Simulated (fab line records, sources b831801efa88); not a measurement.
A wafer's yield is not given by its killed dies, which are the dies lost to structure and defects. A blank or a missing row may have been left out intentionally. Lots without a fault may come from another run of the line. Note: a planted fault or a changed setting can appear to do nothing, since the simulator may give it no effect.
fab line records ; flow sky130
[record] lots = 13; wafers = 38; lastDay = 49
route steps=708 shown LDD_HVP@287 LDD_LDN@301 SPACER@305 RES_XHIGH@335 PAD_OPEN@708
lots with no fault: from the same line, run without faults
startH: start of the lot's first displayed wafer, in hours after the record's first day ; waitH: time in hours since the lot's previous step ; " unchanged from the row above ; L1.1+2: a single row standing in for several wafers ; - no value present, or no start provided ; * or withheld: withheld ; < > ~ a bound
route shown NAME@n: NAME is a module with steps in the file, n the number in the route of the first one ; usual: mean/standard deviation taken from wafers without a fault ; same: alike in all rows ; chamber/n: place in a boat ; sites: per-site readings ; _std_site: how widely they spread, as a standard deviation ; _edge_site: the outer-site mean with the inner-site mean subtracted ; radiusMm: for every site, how far away it sits from the centre of the wafer ; mask NAME#n: copy n ; behind: the last tool/chamber to shape the wafer ; hold: what put the lot on hold/how long, in hours/how the hold closed ; device: the n, p or np transistor that did not switch ; end of line: at the end of the route, the tests of the same wafers ; step lacking rows: just its recipe ; killed: the dies lost at the first sort to structure and to defects; this is not the yield of the wafer ; map: a wafer's dies, x killed, . not, _ none there
set.NAME: the run value of the setting; set.NAME@STEP: its run value at that earlier step ; model.NAME: the simulator's own value behind a step, which no gauge read
a sample of lots followed through the steps of the route, with each step as a table and each wafer as a row
services: from which hour (startH, from the record's first day; less than 0 if before it) a tool's chamber was out of use, for how many hours, and why
[[steps]]
[step SKY_LDD_HVP_STRIP_09]
[recipe] chemistry = O2/N2; powerW = 1400; pressureMtorr = 1500; platenTempC = withheld; o2FlowSccm = 3000; n2FlowSccm = 300; overashFraction = 0.5
[usual] drypumpMotorCurrentA = 5.85/0.25; oesProductAu = 0.409/0.0046; stripTimeToEndpointS = 4.138/0.015
lot.wafer;tool;chamber;startH;waitH;drypumpMotorCurrentA;oesProductAu;rfHoursCounterH;stripTimeToEndpointS
L706.3;plasmaAsher-03;1;519.96;0.1;5.32;0.403;-;4.127
L706.4;plasmaAsher-03;0;519.96;0.1;6.10;0.408;-;4.138
L706.5;plasmaAsher-03;1;519.96;0.1;5.34;0.405;-;4.106
L707.1;plasmaAsher-02;1;521.22;0.1;5.73;0.414;38;4.128
L707.2;plasmaAsher-02;0;521.22;0.1;5.87;0.412;38;4.127
L707.3;plasmaAsher-02;1;521.22;0.1;5.74;0.407;-;4.132
L709.1;plasmaAsher-02;1;530.47;0.1;5.73;0.412;38;4.137
L709.3;plasmaAsher-02;0;530.47;0.1;5.83;0.407;-;4.144
L709.4;plasmaAsher-02;1;530.47;0.1;5.71;0.413;-;4.148
L708.3;plasmaAsher-01;0;532.05;0.1;5.88;0.409;-;4.136
L708.5;plasmaAsher-01;1;532.05;0.1;6.22;0.410;-;4.120
L708.6;plasmaAsher-01;0;532.05;0.1;5.90;0.402;-;4.139
L710.2;plasmaAsher-03;0;562.87;0.1;6.08;0.409;92;4.109
L710.4;plasmaAsher-03;1;562.87;0.1;5.30;0.407;-;4.105
L710.5;plasmaAsher-03;1;562.87;0.1;5.28;0.411;-;4.113
L712.1;plasmaAsher-01;1;570.67;0.1;6.22;0.412;14;4.160
L712.4;plasmaAsher-01;1;570.67;0.1;6.20;0.403;-;4.142
L712.5;plasmaAsher-01;0;570.67;0.1;5.92;0.411;-;4.154
L711.1;plasmaAsher-02;0;571.47;0.1;5.85;0.415;42;4.155
L711.2;plasmaAsher-02;1;571.47;0.1;5.72;0.420;42;4.154
L711.3;plasmaAsher-02;0;571.47;0.1;5.85;0.410;-;4.153
L715.1;plasmaAsher-01;1;594.34;0.1;6.21;0.409;15;4.161
L715.4;plasmaAsher-01;1;594.34;0.1;6.23;0.406;-;4.149
L715.6;plasmaAsher-01;0;594.34;0.1;5.91;0.410;-;4.156
L714.1;plasmaAsher-02;1;594.87;0.1;5.74;0.413;45;4.159
L714.4;plasmaAsher-02;0;594.87;0.1;5.82;0.415;-;4.155
L714.6;plasmaAsher-02;1;594.87;0.1;5.74;0.411;-;4.145
L716.1;plasmaAsher-01;1;603.02;0.1;6.20;0.414;16;4.128
L716.4;plasmaAsher-01;0;603.02;0.1;5.90;0.398;-;4.111
L716.5;plasmaAsher-01;0;603.02;0.1;5.89;0.410;-;4.134
L717.2;plasmaAsher-01;0;604.64;0.1;5.89;0.414;16;4.140
L717.4;plasmaAsher-01;0;604.64;0.1;5.91;0.409;-;4.123
L717.6;plasmaAsher-01;0;604.64;0.1;5.90;0.407;-;4.132
L723.2;plasmaAsher-02;0;653.82;0.1;5.86;0.413;51;4.160
L723.5;plasmaAsher-02;1;653.82;0.1;5.77;0.410;-;4.131
L723.6;plasmaAsher-02;0;653.82;0.1;5.84;0.412;-;4.128
L724.4;plasmaAsher-03;0;663.06;0.1;6.07;0.402;-;4.151
L724.6;plasmaAsher-03;0;663.06;0.1;6.07;0.411;-;4.154
[step SKY_LDD_LDN_STRIP_12]
[recipe] chemistry = O2/N2; powerW = 1400; pressureMtorr = 1500; platenTempC = withheld; o2FlowSccm = 3000; n2FlowSccm = 300; overashFraction = 0.5
[usual] drypumpMotorCurrentA = 5.94/0.25; oesProductAu = 0.715/0.0046; stripTimeToEndpointS = 14.208/0.029
lot.wafer;tool;chamber;startH;waitH;drypumpMotorCurrentA;oesProductAu;rfHoursCounterH;stripTimeToEndpointS
L706.3;plasmaAsher-04;1;550.21;0.1;6.07;0.711;-;14.191
L706.4;plasmaAsher-04;0;550.21;0.1;5.74;0.714;-;14.199
L706.5;plasmaAsher-04;0;550.21;0.1;5.74;0.715;-;14.206
L707.1;plasmaAsher-04;0;551.57;0.1;5.74;0.721;72;14.233
L707.2;plasmaAsher-04;1;551.57;0.1;6.06;0.717;72;14.213
L707.3;plasmaAsher-04;1;551.57;0.1;6.05;0.713;-;14.174
L709.1;plasmaAsher-03;1;560.88;0.1;5.31;0.716;92;14.194
L709.3;plasmaAsher-03;0;560.88;0.1;6.10;0.710;-;14.179
L709.4;plasmaAsher-03;1;560.88;0.1;5.32;0.714;-;14.182
L708.3;plasmaAsher-01;1;562.56;0.1;6.23;0.713;-;14.229
L708.5;plasmaAsher-01;0;562.56;0.1;5.92;0.710;-;14.274
L708.6;plasmaAsher-01;1;562.56;0.1;6.21;0.716;-;14.235
L710.2;plasmaAsher-03;0;593.89;0.1;6.08;0.720;96;14.209
L710.4;plasmaAsher-03;1;593.89;0.1;5.30;0.713;-;14.246
L710.5;plasmaAsher-03;0;593.89;0.1;6.09;0.706;-;14.194
L712.1;plasmaAsher-04;1;601.07;0.1;6.03;0.717;77;14.175
L712.4;plasmaAsher-04;1;601.07;0.1;6.05;0.711;-;14.121
L712.5;plasmaAsher-04;1;601.07;0.1;6.06;0.710;-;14.209
L711.1;plasmaAsher-04;0;601.37;0.1;5.72;0.715;77;14.248
L711.2;plasmaAsher-04;1;601.37;0.1;6.07;0.719;77;14.238
L711.3;plasmaAsher-04;0;601.37;0.1;5.73;0.722;-;14.269
L715.1;plasmaAsher-01;0;624.32;0.1;5.91;0.713;18;14.200
L715.4;plasmaAsher-01;1;624.32;0.1;6.24;0.716;-;14.192
L715.6;plasmaAsher-01;0;624.32;0.1;5.91;0.720;-;14.224
L714.1;plasmaAsher-01;0;624.58;0.1;5.91;0.714;18;14.198
L714.4;plasmaAsher-01;1;624.58;0.1;6.22;0.723;-;14.217
L714.6;plasmaAsher-01;1;624.58;0.1;6.21;0.720;-;14.212
L716.1;plasmaAsher-04;0;632.99;0.1;5.72;0.716;80;14.216
L716.4;plasmaAsher-04;1;632.99;0.1;6.02;0.721;-;14.182
L716.5;plasmaAsher-04;1;632.99;0.1;6.06;0.717;-;14.227
L717.2;plasmaAsher-04;0;634.43;0.1;5.76;0.714;80;14.203
L717.4;plasmaAsher-04;1;634.43;0.1;6.10;0.710;-;14.236
L717.6;plasmaAsher-04;1;634.43;0.1;6.06;0.715;-;14.218
L723.2;plasmaAsher-01;0;682.84;0.1;5.88;0.709;24;14.255
L723.5;plasmaAsher-01;0;682.84;0.1;5.89;0.719;-;14.287
L723.6;plasmaAsher-01;1;682.84;0.1;6.22;0.713;-;14.210
L724.4;plasmaAsher-01;0;691.88;0.1;5.90;0.723;-;14.205
L724.6;plasmaAsher-01;0;691.88;0.1;5.90;0.719;-;14.226
[step SKY_SPACER_THK_MEAS_01]
[recipe] reads = Si3N4_of_SPACER_CVD_00
[usual] SPACER_CVD_00_THK = 42.9/0.37
lot.wafer;tool;chamber;startH;waitH;SPACER_CVD_00_THK[nm]
L707.1;filmMetro-03;-;553.72;0.0;43.2
L707.2;filmMetro-03;-;553.72;0.0;43.4
L707.3;filmMetro-03;-;553.72;0.0;43.4
L706.3;filmMetro-04;-;553.74;0.0;43.3
L706.4;filmMetro-04;-;553.74;0.0;43.0
L706.5;filmMetro-04;-;553.74;0.0;43.2
L709.1;filmMetro-03;-;562.30;0.0;43.3
L709.3;filmMetro-03;-;562.30;0.0;43.2
L709.4;filmMetro-03;-;562.30;0.0;43.5
L708.3;filmMetro-03;-;566.32;0.0;43.5
L708.5;filmMetro-03;-;566.32;0.0;43.0
L708.6;filmMetro-03;-;566.32;0.0;43.1
L710.2;filmMetro-02;-;595.32;0.0;43.1
L710.4;filmMetro-02;-;595.32;0.0;43.2
L710.5;filmMetro-02;-;595.32;0.0;43.2
L712.1;filmMetro-03;-;602.49;0.0;43.2
L712.4;filmMetro-03;-;602.49;0.0;43.0
L712.5;filmMetro-03;-;602.49;0.0;43.2
L711.1;filmMetro-04;-;603.69;0.0;42.5
L711.2;filmMetro-04;-;603.69;0.0;42.2
L711.3;filmMetro-04;-;603.69;0.0;42.4
L715.1;filmMetro-04;-;625.74;0.0;42.9
L715.4;filmMetro-04;-;625.74;0.0;42.9
L715.6;filmMetro-04;-;625.74;0.0;42.9
L714.1;filmMetro-04;-;626.94;0.0;43.2
L714.4;filmMetro-04;-;626.94;0.0;42.9
L714.6;filmMetro-04;-;626.94;0.0;43.4
L716.1;filmMetro-02;-;634.41;0.0;42.8
L716.4;filmMetro-02;-;634.41;0.0;42.8
L716.5;filmMetro-02;-;634.41;0.0;43.1
L717.2;filmMetro-02;-;636.68;0.0;42.9
L717.4;filmMetro-02;-;636.68;0.0;42.8
L717.6;filmMetro-02;-;636.68;0.0;42.6
L723.2;filmMetro-03;-;684.27;0.0;42.7
L723.5;filmMetro-03;-;684.27;0.0;42.8
L723.6;filmMetro-03;-;684.27;0.0;43.0
L724.4;filmMetro-04;-;695.15;0.0;42.4
L724.6;filmMetro-04;-;695.15;0.0;42.3
[step SKY_RES_XHIGH_SOFTBAKE_03]
[recipe] tempC = 90; timeS = 60; resist = NOVOLAK
[usual] exhaustPa = 45.1/0.8; heaterPowerTotalW = 56.59/0.042; runLengthS = 89.24/0.15
lot.wafer;tool;chamber;startH;waitH;exhaustPa;heaterPowerTotalW;runLengthS
L707.1;lithoTrack-01;0;627.29;0.1;44.0;56.49;89.42
L707.2;lithoTrack-01;0;627.29;0.1;45.5;56.63;89.30
L707.3;lithoTrack-01;0;627.29;0.1;45.0;56.59;89.64
L706.3;lithoTrack-02;0;628.28;0.1;45.7;56.64;88.99
L706.4;lithoTrack-02;0;628.28;0.1;46.5;56.58;89.14
L706.5;lithoTrack-02;0;628.28;0.1;44.9;56.59;89.34
L709.1;lithoTrack-04;0;636.41;0.1;46.1;56.59;89.16
L709.3;lithoTrack-04;0;636.41;0.1;45.9;56.64;89.16
L709.4;lithoTrack-04;0;636.41;0.1;46.3;56.65;89.11
L708.3;lithoTrack-04;0;640.66;0.1;45.2;56.63;89.10
L708.5;lithoTrack-04;0;640.66;0.1;44.1;56.65;89.24
L708.6;lithoTrack-04;0;640.66;0.1;44.3;56.61;89.08
L710.2;lithoTrack-04;0;668.78;0.1;44.9;56.57;89.08
L710.4;lithoTrack-04;0;668.78;0.1;45.2;56.57;89.11
L710.5;lithoTrack-04;0;668.78;0.1;44.6;56.52;89.08
L712.1;lithoTrack-04;0;675.76;0.1;45.0;56.62;89.16
L712.4;lithoTrack-04;0;675.76;0.1;46.2;56.63;89.28
L712.5;lithoTrack-04;0;675.76;0.1;45.4;56.63;89.45
L711.1;lithoTrack-02;0;676.43;0.1;45.5;56.61;89.06
L711.2;lithoTrack-02;0;676.43;0.1;43.8;56.59;89.19
L711.3;lithoTrack-02;0;676.43;0.1;45.7;56.65;89.22
L715.1;lithoTrack-01;0;697.99;0.1;46.3;56.62;89.31
L715.4;lithoTrack-01;0;697.99;0.1;46.1;56.61;89.45
L715.6;lithoTrack-01;0;697.99;0.1;45.1;56.58;89.67
L714.1;lithoTrack-02;0;699.33;0.1;45.8;56.56;89.18
L714.4;lithoTrack-02;0;699.33;0.1;44.8;56.55;89.26
L714.6;lithoTrack-02;0;699.33;0.1;45.1;56.54;89.32
L716.1;lithoTrack-01;0;707.29;0.1;44.3;56.62;89.42
L716.4;lithoTrack-01;0;707.29;0.1;45.0;56.54;89.35
L716.5;lithoTrack-01;0;707.29;0.1;44.5;56.60;89.31
L717.2;lithoTrack-02;0;709.01;0.1;44.7;56.65;88.97
L717.4;lithoTrack-02;0;709.01;0.1;44.9;56.56;89.15
L717.6;lithoTrack-02;0;709.01;0.1;44.4;56.68;89.03
L723.2;lithoTrack-04;0;753.88;0.1;44.9;56.58;91.50
L723.5;lithoTrack-04;0;753.88;0.1;45.0;56.56;89.20
L723.6;lithoTrack-04;0;753.88;0.1;45.9;56.61;89.35
L724.4;lithoTrack-04;0;766.03;0.1;44.9;56.54;91.60
L724.6;lithoTrack-04;0;766.03;0.1;45.4;56.63;89.21
[step SKY_PAD_OPEN_PROBE_99]
[usual] killed_at_M0_to_M3 = 43/7.3; killed_at_M4_up = 3.1/1.7; killedAtContacts = 25/5.3; killedAtFrontEnd = 15/4.3; killedAtOther = 0.2/0.54; killedDies = 87/10; killedOpen = 48/7.6; killedShort = 38/6.1
[same] grossDies = 492; killedAtBackSide = 0
lot.wafer;tool;chamber;startH;waitH;killed_at_M0_to_M3;killed_at_M4_up;killedAtContacts;killedAtFrontEnd;killedAtOther;killedDies;killedOpen;killedShort
L708.3;prober-02;-;1106.46;0.2;49;3;25;19;0;96;49;46
L708.5;prober-02;-;1106.56;0.2;57;4;31;20;0;112;60;52
L708.6;prober-02;-;1106.61;0.2;40;7;16;17;0;80;43;36
L711.1;prober-02;-;1127.41;0.1;45;2;40;20;0;107;62;45
L711.2;prober-02;-;1127.46;0.1;42;5;26;12;1;86;46;40
L711.3;prober-02;-;1127.51;0.2;44;3;29;8;1;85;43;42
L715.1;prober-02;-;1143.64;0.1;48;5;24;15;0;92;45;47
L715.4;prober-02;-;1143.79;0.2;42;5;21;17;0;85;47;38
L715.6;prober-02;-;1143.89;0.2;38;4;14;16;0;72;34;38
L716.1;prober-02;-;1150.07;0.1;38;3;23;26;0;90;58;32
L716.4;prober-02;-;1150.22;0.2;52;2;26;10;0;90;57;33
L716.5;prober-02;-;1150.27;0.2;41;4;26;18;1;90;47;40
L723.2;prober-01;-;1183.04;0.1;44;3;21;9;1;78;46;32
L723.5;prober-01;-;1183.19;0.2;40;2;19;15;1;77;42;34
L723.6;prober-01;-;1183.24;0.2;48;1;23;14;2;88;46;41
// killed by level:class
L708.3 VIA1:geometricParticle:open=10 VIA1:geometricParticle:short=8 CONTACT:geometricParticle:short=7 FIELD_ISO:geometricParticle:open=6 LI_CONTACT:geometricParticle:open=6 METAL1:geometricParticle:short=6 FIELD_ISO:geometricParticle:short=5 CONTACT:geometricParticle:open=5
L708.5 CONTACT:geometricParticle:open=12 VIA1:geometricParticle:open=11 VIA2:geometricParticle:open=11 METAL1:geometricParticle:short=10 VIA3:geometricParticle:open=8 FIELD_ISO:geometricParticle:short=7 CONTACT:geometricParticle:short=7 METAL2:geometricParticle:short=7
L708.6 VIA1:geometricParticle:open=15 VIA2:geometricParticle:open=6 METAL2:geometricParticle:short=6 POLY_GATE:geometricParticle:open=5 CONTACT:geometricParticle:open=5 METAL4:geometricParticle:short=5 FIELD_ISO:geometricParticle:short=4 VIA1:geometricParticle:short=4
L711.1 CONTACT:geometricParticle:open=16 VIA1:geometricParticle:open=10 POLY_GATE:geometricParticle:short=8 LI_CONTACT:geometricParticle:open=8 VIA3:geometricParticle:open=8 METAL2:geometricParticle:short=7 LI_CONTACT:geometricParticle:short=6 VIA2:geometricParticle:open=6
L711.2 CONTACT:geometricParticle:short=9 METAL1:geometricParticle:short=9 VIA1:geometricParticle:open=8 LI_CONTACT:geometricParticle:open=7 VIA3:geometricParticle:open=5 VIA2:geometricParticle:open=5 CONTACT:geometricParticle:open=4 METAL2:geometricParticle:open=4
L711.3 LOCAL_INTERCONNECT:geometricParticle:short=10 VIA1:geometricParticle:open=10 CONTACT:geometricParticle:open=8 METAL2:geometricParticle:short=8 LI_CONTACT:geometricParticle:open=7 VIA3:geometricParticle:open=6 METAL3:geometricParticle:short=5 VIA1:geometricParticle:short=5
L715.1 CONTACT:geometricParticle:open=11 VIA1:geometricParticle:open=8 METAL1:geometricParticle:short=7 METAL2:geometricParticle:short=6 LI_CONTACT:geometricParticle:open=6 METAL3:geometricParticle:short=6 VIA3:geometricParticle:open=5 METAL4:geometricParticle:short=5
L715.4 VIA2:geometricParticle:open=11 VIA3:geometricParticle:open=9 CONTACT:geometricParticle:open=8 METAL1:geometricParticle:short=7 POLY_GATE:geometricParticle:short=6 LI_CONTACT:geometricParticle:open=5 POLY_GATE:geometricParticle:open=4 LOCAL_INTERCONNECT:geometricParticle:short=4
L715.6 VIA2:geometricParticle:open=9 LI_CONTACT:geometricParticle:open=7 POLY_GATE:geometricParticle:short=5 VIA1:geometricParticle:short=5 METAL1:geometricParticle:short=5 FIELD_ISO:geometricParticle:short=4 VIA3:geometricParticle:open=4 METAL2:geometricParticle:short=4
L716.1 VIA1:geometricParticle:open=13 LI_CONTACT:geometricParticle:open=10 POLY_GATE:geometricParticle:open=7 FIELD_ISO:geometricParticle:open=6 VIA1:geometricParticle:short=5 CONTACT:geometricParticle:open=5 VIA3:geometricParticle:open=5 FIELD_ISO:geometricParticle:short=4
L716.4 CONTACT:geometricParticle:open=13 VIA1:geometricParticle:open=13 METAL1:geometricParticle:short=8 VIA3:geometricParticle:open=8 VIA2:geometricParticle:open=6 LI_CONTACT:geometricParticle:open=5 POLY_GATE:geometricParticle:open=4 METAL2:geometricParticle:short=4
L716.5 CONTACT:geometricParticle:open=12 METAL1:geometricParticle:short=10 VIA1:geometricParticle:open=10 VIA2:geometricParticle:open=9 CONTACT:geometricParticle:short=6 POLY_GATE:geometricParticle:short=5 FIELD_ISO:geometricParticle:short=3 POLY_GATE:geometricParticle:open=3
L723.2 VIA1:geometricParticle:open=11 LI_CONTACT:geometricParticle:open=8 VIA3:geometricParticle:open=7 CONTACT:geometricParticle:open=6 METAL1:geometricParticle:short=6 LOCAL_INTERCONNECT:geometricParticle:short=5 VIA1:geometricParticle:short=5 METAL2:geometricParticle:short=5
L723.5 VIA1:geometricParticle:open=10 VIA2:geometricParticle:open=8 CONTACT:geometricParticle:open=7 FIELD_ISO:geometricParticle:open=6 VIA1:geometricParticle:short=5 FIELD_ISO:geometricParticle:short=4 LI_CONTACT:geometricParticle:open=4 LOCAL_INTERCONNECT:geometricParticle:short=4
L723.6 CONTACT:geometricParticle:open=10 VIA1:geometricParticle:open=9 METAL2:geometricParticle:short=8 LI_CONTACT:geometricParticle:open=6 VIA2:geometricParticle:short=5 VIA2:geometricParticle:open=5 VIA3:geometricParticle:short=5 VIA3:geometricParticle:open=5
[[services]]
tool;chamber;startH;hours;kind
plasmaAsher-01;-;518.98;3.6;repair
plasmaAsher-02;-;527.09;2.8;pm
plasmaAsher-04;-;573.28;4.3;repair
plasmaAsher-01;-;575.69;16.5;repair
plasmaAsher-02;-;626.66;1.4;repair
plasmaAsher-02;-;634.29;2.0;repair
plasmaAsher-01;-;655.47;0.5;repair
plasmaAsher-01;-;665.10;2.8;pm
lithoTrack-04;-;684.96;-;consumableReplace:filter
plasmaAsher-03;-;688.68;38.8;repair
plasmaAsher-03;-;721.09;9.0;repair
plasmaAsher-03;-;730.11;2.8;pm
plasmaAsher-03;-;733.75;9.0;pm
plasmaAsher-03;0;733.75;12.5;ventCycle
plasmaAsher-03;1;733.75;12.5;ventCycle
plasmaAsher-03;-;737.85;8.4;repair
plasmaAsher-04;-;739.21;3.4;repair
plasmaAsher-03;0;742.75;-;clean
plasmaAsher-03;1;742.75;-;clean
[[key]]
[firstSign] step = SKY_RES_XHIGH_SOFTBAKE_03; reading = runLengthS; direction = up; sigmas = 16; usual = *; struck = *
effect none on later readings
metAt SKY_RES_XHIGH_SOFTBAKE_03
struckLots L723,L724
struckWafers L723.2,L724.4
testerLeftOut L723,L724
notActingAt SKY_LDD_HVP_STRIP_09,SKY_LDD_LDN_STRIP_12,SKY_SPACER_THK_MEAS_01
onsetBetween 675.76 753.88
[fault] kind = processParameterDrift; tool = lithoTrack-04; chamber = -; onsetH = 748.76; steps = SKY_RES_XHIGH_SOFTBAKE_03; channel = timeS; offset = *; shape = step; endH = 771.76; scope = struckWafersOnly; actsIn = *; stated = *
// testerLeftOut: of these lots the tester's yield and bins aren't shown, on N5 and GAA mostly nor the transistor test; their killed dies are dies lost to structure and defects alone, not to doping, threshold or leakage, so they don't give the yield
